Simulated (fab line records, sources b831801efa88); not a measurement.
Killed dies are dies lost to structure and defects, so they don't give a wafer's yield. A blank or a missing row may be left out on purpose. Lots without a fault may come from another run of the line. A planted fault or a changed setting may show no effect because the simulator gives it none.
Problem report in the 8D (eight disciplines) form, filled by code | flow sky130 | the parts of the form that need people (team, actions taken, sign-off) are left out

1. THE PROBLEM
killed_at_M4_up at SKY_PAD_OPEN_PROBE_99 reads a mean of 46.7 on 6 wafers of 2 lots; wafers without a fault read 3.3 with a standard deviation of 2.1. That is +21 standard deviations from the usual mean.
First seen on wafer L754.3, day 50 11:17, on prober-01. The record holds 6 wafers of 2 lots with a number at this step. Rule for "out", or "out of limits": more than 4 standard deviations from the usual mean. The other wafers with a number count as sound.

2. WHAT IT IS AND WHAT IT IS NOT
question                    | is                     | is not
which readings at this step | killed_at_M4_up        | killed_at_contacts, killed_at_other, killed_short, sort_bin_6_memory
which lots                  | L754, L755             | -
which wafers of those lots  | all that have a number | -
read on which tools         | prober-01, prober-02   | -
when                        | from day 50 11:17      | up to then (0 sound wafers)

3. SUSPECTS, AND WHAT RULES EACH OUT
Counting: a tool at a process step up to the reading stays a suspect if it ran every lot that is out and no sound lot after the first of them.
- rie_diel-01 at SKY_VIA4_ETCH_12 (etches SiO2 in C4F8/O2/Ar, stops on TiN, target depth 580 nm): kept. It ran every lot that is out, first L754 (day 48 01:05), and no sound lot after that.
Left after counting: rie_diel-01 at SKY_VIA4_ETCH_12.

4. THE CAUSE (what the simulator had put in)
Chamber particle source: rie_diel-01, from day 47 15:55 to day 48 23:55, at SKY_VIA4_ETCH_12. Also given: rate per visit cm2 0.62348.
Counting left only this tool.

5. THE CHAIN OF EFFECTS, in route order
Each row: a reading whose mean over the struck wafers that have a number lies more than 3 standard deviations from the usual. Only readings for which the record gives a usual standard deviation are gone through. hours: the time from each lot's start at the first step in this table that gives one to its start at this step, as a median over the lots. sigmas: the change in usual standard deviations.
hours | step                  | reading              | usual  | on struck wafers | change | sigmas
0     | SKY_PAD_OPEN_PROBE_99 | defect_limited_yield | 82.2 % | 74.8             | -7.5   | -4.1
0     | SKY_PAD_OPEN_PROBE_99 | killed_at_M4_up      | 3.3    | 46.7             | +43.4  | +21
0     | SKY_PAD_OPEN_PROBE_99 | killed_dies          | 88     | 124              | +36    | +4.0
0     | SKY_PAD_OPEN_PROBE_99 | sort_bin_3_pad_short | 0.9 %  | 2.4              | +1.5   | +3.7
0     | SKY_PAD_OPEN_PROBE_99 | sort_bin_5_function  | 10.4 % | 15.6             | +5.2   | +3.5
0     | SKY_PAD_OPEN_PROBE_99 | sort_n_pass          | 404    | 368              | -36    | -4.0
0     | SKY_PAD_OPEN_PROBE_99 | sort_yield_pct       | 82.2 % | 74.8             | -7.5   | -4.1
The process steps in it:
- SKY_PAD_OPEN_PROBE_99

6. WHAT WOULD HAVE CAUGHT IT SOONER
In this record the first reading out of limits was taken at day 50 11:17, 67 hours after the fault began at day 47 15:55.
Of the tool readings at SKY_VIA4_ETCH_12 for which the record gives a usual standard deviation, none was out on any struck wafer, so an alarm limit of 4 standard deviations on them would not have fired.
All the lots that are out (2) had begun SKY_VIA4_ETCH_12 on rie_diel-01 by day 50 11:17. A hold on the tool at that time would have spared none of them.
